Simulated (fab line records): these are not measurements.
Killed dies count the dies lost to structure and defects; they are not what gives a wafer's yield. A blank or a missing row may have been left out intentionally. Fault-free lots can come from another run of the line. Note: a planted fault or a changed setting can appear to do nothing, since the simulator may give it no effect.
Split-lot trial	flow sky130	route with 708 steps; 5 lots, 23 wafers read

ON THE SPLIT
At SKY_SD_P_IMPLANT_09, the setting energy kev was moved away from the recipe's 20 on 6 of the 23 wafers read, by -6.0% to +2.0%. The other wafers ran this setting at the recipe's value.

FROM THE SPLIT TO THE READING: what the file shows between them, 3 steps
- SKY_SD_P_STRIP_10: strips in O2/N2
- SKY_SD_N_IMPLANT_10 (also split here: energy kev)
- SKY_SD_N_STRIP_11: strips in O2/N2

THE READING
SD_P_RS in ohm/sq, measured at SKY_SD_N_RS_MEAS_17 by four-point-probe. On this fab line, fault-free wafers typically give 147.2 ohm/sq with a standard deviation of 0.39 ohm/sq.

wafer	tool, chamber at the split	energy kev as run	against the recipe	SD_P_RS, ohm/sq	against lot-mates on the recipe
L074.1	implanter-04, 0	18.96	-5.2%	150.9	+3.7
L074.3	implanter-04, 0	18.96	-5.2%	151.0	+3.8
L074.4	implanter-04, 0	20	recipe	147.3	-
L074.5	implanter-04, 0	20	recipe	147.3	-
L074.6	implanter-04, 0	20	recipe	147.1	-
L079.1	implanter-04, 0	18.8	-6.0%	151.2	+3.9
L079.3	implanter-04, 0	20	recipe	147.4	-
L079.4	implanter-04, 0	18.8	-6.0%	151.4	+4.1
L079.5	implanter-04, 0	20	recipe	147.3	-
L079.6	implanter-04, 0	20	recipe	147.1	-
L081.2	implanter-01, 0	20	recipe	146.9	-
L081.3	implanter-01, 0	20	recipe	146.8	-
L081.4	implanter-01, 0	20	recipe	146.7	-
L081.5	implanter-01, 0	20	recipe	146.4	-
L081.6	implanter-01, 0	20	recipe	147.1	-
L084.1	implanter-01, 0	20.41	+2.0%	145.7	-1.2
L084.2	implanter-01, 0	20	recipe	147.0	-
L084.4	implanter-01, 0	20	recipe	146.9	-
L084.5	implanter-01, 0	20	recipe	146.9	-
L084.6	implanter-01, 0	20.41	+2.0%	145.6	-1.3
L085.2	implanter-01, 0	20	recipe	147.6	-
L085.3	implanter-01, 0	20	recipe	147.5	-
L085.6	implanter-01, 0	20	recipe	147.3	-

FIT RESULTS
A straight line over all 23 wafers: SD_P_RS changes by -0.717 ohm/sq for each +1% of energy kev; r = -0.99; the points scatter about the line by 0.28 ohm/sq.
The same after taking each lot's own level away (the mean of its wafers on the recipe; 23 wafers): -0.684 ohm/sq for each +1%; r = -1.00; scatter 0.16 ohm/sq.
On that fit, the largest move of energy kev shifts the reading by 4.1 ohm/sq.
From 146.78 to 147.47 ohm/sq: that is the span of the lots' own levels, equal to 1.8 times the standard deviation above.
Consequently the slope shifts little with the lot-to-lot level, the two slopes agreeing.
Check: with one of the wafers moved furthest among these (-6.0%) left out of the fit, the line predicts +4.19 ohm/sq for it against its lot-mates. Against them it came out at +3.93 ohm/sq.

FURTHER SPLITS ON THESE WAFERS
These wafers also went through other splits before the reading. Each is held against what the fit with the lots' levels taken away leaves over:
other split on the same wafers	wafers away from the commonest value	r with SD_P_RS (lot level and that fit taken away)
SKY_SD_N_IMPLANT_10 energy kev	5	-0.19

THE WHOLE CHAIN: every reading that the file lists as answering this split, in the file's order
step	what it does	reading	change (the file's fit)	r (the file's)
SKY_SD_P_IMPLANT_09		implant.rp nm (the simulator's own value, which no gauge read)	+0.136 nm for each +1% of the setting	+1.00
SKY_SD_P_IMPLANT_09		implant.drp nm (the simulator's own value, which no gauge read)	+0.069 nm for each +1% of the setting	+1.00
SKY_SD_P_STRIP_10	strips in O2/N2	strip time to endpoint s	withheld for each +1% of the setting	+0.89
SKY_SD_N_RS_MEAS_17	measures by four-point-probe	SD_P_RS	-0.684 for each +1% of the setting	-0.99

THE FILE'S OWN FIT
SD_P_RS changes by -0.684 ohm/sq for each +1% of energy kev, r = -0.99.
